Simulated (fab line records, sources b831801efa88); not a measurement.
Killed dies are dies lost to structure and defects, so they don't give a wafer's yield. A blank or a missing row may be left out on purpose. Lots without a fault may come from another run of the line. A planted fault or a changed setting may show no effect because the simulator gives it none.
Which tool did it? | flow gf180mcu | 7 lots, 21 wafers sampled, at 1 step of a route of 602

WHAT THE GAUGES READ, wafer by wafer
GF_V2_OVL_MEAS_15.
lot  | measured     | on         | V2_OVL (nm)
L345 | day 21 13:38 | overlay-01 | 4 8 6
L348 | day 22 11:15 | overlay-02 | 6 1 10
L351 | day 23 13:56 | overlay-02 | 4 -2 4
L354 | day 24 15:28 | overlay-01 | 2 11 6
L356 | day 25 12:43 | overlay-02 | 4 5 8
L358 | day 26 02:16 | overlay-01 | -3 -3 -4
L366 | day 28 16:24 | overlay-02 | -2 3 -3

WHICH TOOL RAN EACH LOT (tool, then ch and the chambers of the sampled wafers, then the start)
The record holds no process step before these readings.

THE ANSWER, worked out from the rows above alone
Rule: what is usual is taken from the lots themselves. Put in order of their means at a reading, lots are off if they are a third of the lots or fewer, leave a main group of 4 or more, and stand apart from it by a gap of 3 or more times the standard deviation of the main group's means; of several such gaps the widest counts. A main group whose means are all the same, to the digits that the tables above print for the reading, isn't used. A lot without any number at a reading at which 4 lots or more have one is off too. The other lots that the step has rows for count as sound.
No lot is off at any reading shown: from this, nothing can be told.

WHAT THE SIMULATOR HAD PUT IN
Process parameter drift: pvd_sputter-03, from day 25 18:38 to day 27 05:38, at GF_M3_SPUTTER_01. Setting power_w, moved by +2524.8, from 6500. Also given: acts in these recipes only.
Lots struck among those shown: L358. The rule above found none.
